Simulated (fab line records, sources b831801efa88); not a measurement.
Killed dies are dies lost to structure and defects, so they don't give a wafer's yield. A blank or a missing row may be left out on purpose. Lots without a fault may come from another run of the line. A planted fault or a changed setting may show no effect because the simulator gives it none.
Chamber matching | flow gf180mcu | GF_V3_CMP_04 on cmp-01: 4 sister chambers
The step polishes SiO2. 4 wafers are shown with their chamber, then 9 later ones without.

WAFERS WITH THEIR CHAMBER
wafer  | chamber | motor_current_A (A)
L258.1 | 1       | 11.9
L265.1 | 0       | 11.2
L265.3 | 3       | 13.0
L265.6 | 2       | 13.6

WAFERS WITHOUT THEIR CHAMBER
wafer  | motor_current_A (A)
L268.2 | 12.2
L268.3 | 11.5
L268.4 | 13.8
L269.3 | 12.6
L269.4 | 11.6
L269.5 | 11.4
L270.1 | 11.5
L270.3 | 13.4
L270.4 | 12.2

WHICH CHAMBER EACH WENT THROUGH
wafer  | from the rows above     | in truth
L268.2 | can't be placed: 1 or 3 | 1
L268.3 | can't be placed: 0 or 1 | 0
L268.4 | 2                       | 2
L269.3 | can't be placed: 3 or 1 | 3
L269.4 | can't be placed: 1 or 0 | 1
L269.5 | can't be placed: 0 or 1 | 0
L270.1 | can't be placed: 0 or 1 | 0
L270.3 | can't be placed: 2 or 3 | 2
L270.4 | can't be placed: 1 or 3 | 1
Placed correctly: 1 of 9. Can't be placed from these rows: 8 (the true chamber is among the candidates in 8). Placed wrongly: 0.
How it was worked out, from the rows above alone: a wafer's distance from a chamber is the root of the sum, over the readings, of the square of ((its reading less the chamber's mean) divided by the reading's scatter). The wafer belongs to the nearest chamber; if the next one is less than 2 further off, it can't be placed. A chamber's mean is the mean of its shown wafers. The scatter: with one shown wafer a chamber, the root of the mean of the squares of how far each hidden wafer lies from its nearest shown one.
